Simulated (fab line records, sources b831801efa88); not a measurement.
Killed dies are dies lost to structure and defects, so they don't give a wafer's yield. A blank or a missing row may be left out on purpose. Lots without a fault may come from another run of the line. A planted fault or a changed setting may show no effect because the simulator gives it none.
Split-lot experiment | flow gf180mcu | 5 lots, 23 wafers read, on a route of 602 steps

THE SPLIT
At GF_PSD_EXPOSE_04 (exposes mask Pplus, target cd 400 nm), the setting dose_mj was moved away from the recipe's 140 on 7 of the 23 wafers read, by -6.4% to +6.7%. The other wafers ran this setting at the recipe's value.

FROM THE SPLIT TO THE READING: what the file shows between them, 2 steps
- GF_PSD_PEB_05
- GF_PSD_DEVELOP_06: develop time 60 s

THE READING
cd_nm, in nm, at GF_PSD_CD_MEAS_07 (target cd 400 nm). Fault-free wafers of this fab line usually give 400.9 nm, standard deviation 2.2 nm.

wafer  | tool, chamber at the split | dose_mj as run | against the recipe | cd_nm, nm | against lot-mates on the recipe
L074.1 | iline_stepper-01, 0        | 143.2          | +2.3%              | 407.4     | +7.9
L074.2 | iline_stepper-01, 0        | 140            | recipe             | 399.8     | -
L074.4 | iline_stepper-01, 0        | 143.2          | +2.3%              | 408.8     | +9.3
L074.5 | iline_stepper-01, 0        | 140            | recipe             | 399.2     | -
L074.6 | iline_stepper-01, 0        | 143.2          | +2.3%              | 408.2     | +8.7
L075.1 | iline_stepper-02, 0        | 140            | recipe             | 400.5     | -
L075.5 | iline_stepper-02, 0        | 140            | recipe             | 402.0     | -
L075.6 | iline_stepper-02, 0        | 140            | recipe             | 402.9     | -
L078.1 | iline_stepper-02, 0        | 140            | recipe             | 399.8     | -
L078.3 | iline_stepper-02, 0        | 140            | recipe             | 400.6     | -
L078.4 | iline_stepper-02, 0        | 140            | recipe             | 400.6     | -
L078.5 | iline_stepper-02, 0        | 140            | recipe             | 399.8     | -
L078.6 | iline_stepper-02, 0        | 140            | recipe             | 397.8     | -
L079.1 | iline_stepper-01, 0        | 149.4          | +6.7%              | 417.7     | +18.1
L079.3 | iline_stepper-01, 0        | 140            | recipe             | 399.7     | -
L079.4 | iline_stepper-01, 0        | 140            | recipe             | 399.9     | -
L079.5 | iline_stepper-01, 0        | 140            | recipe             | 399.2     | -
L079.6 | iline_stepper-01, 0        | 149.4          | +6.7%              | 418.0     | +18.4
L085.1 | iline_stepper-01, 0        | 131            | -6.4%              | 381.1     | -18.6
L085.3 | iline_stepper-01, 0        | 140            | recipe             | 399.8     | -
L085.4 | iline_stepper-01, 0        | 140            | recipe             | 399.2     | -
L085.5 | iline_stepper-01, 0        | 140            | recipe             | 400.0     | -
L085.6 | iline_stepper-01, 0        | 131            | -6.4%              | 379.8     | -19.9

THE FIT
A straight line over all 23 wafers: cd_nm changes by +2.9 nm for each +1% of dose_mj; r = +0.99; the points scatter about the line by 1.3 nm.
The same after taking each lot's own level away (the mean of its wafers on the recipe; 23 wafers): +2.92 nm for each +1%; r = +0.99; scatter 1.1 nm.
On that fit, the largest move of dose_mj shifts the reading by 20 nm.
The lots' own levels span 399.50 to 401.80 nm, that is 1.0 times the standard deviation above.
So the lot-to-lot level changes the slope little: the two slopes agree.
Check: with one of the wafers moved furthest among these (+6.7%) left out of the fit, the line predicts +20.3 nm for it against its lot-mates. It came out at +18.1 nm against them.

OTHER SPLITS ON THESE WAFERS
These wafers also went through other splits before the reading. Each is held against what the fit with the lots' levels taken away leaves over:
other split on the same wafers   | wafers away from the commonest value | r with cd_nm (lot level and that fit taken away)
GF_POLY_GATE_PEB_08 peb_temp_c   | 4                                    | -0.14
GF_POLY_GATE_ETCH_12 source_w    | 10                                   | -0.24
GF_POLY_GATE_OXIDATION_16 temp_c | 15                                   | -0.17
GF_HV_LDD_IMPLANT_09 dose_cm2    | 7                                    | +0.24
GF_HV_LDD_DEVELOP_30 dev_temp_c  | 7                                    | -0.16
GF_HV_LDD_COAT_41 resist_thk_nm  | 8                                    | -0.21
GF_HV_LDD_IMPLANT_48 energy_kev  | 5                                    | +0.04

THE FILE'S OWN FIT
cd_nm changes by +2.9 nm for each +1% of dose_mj, r = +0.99.
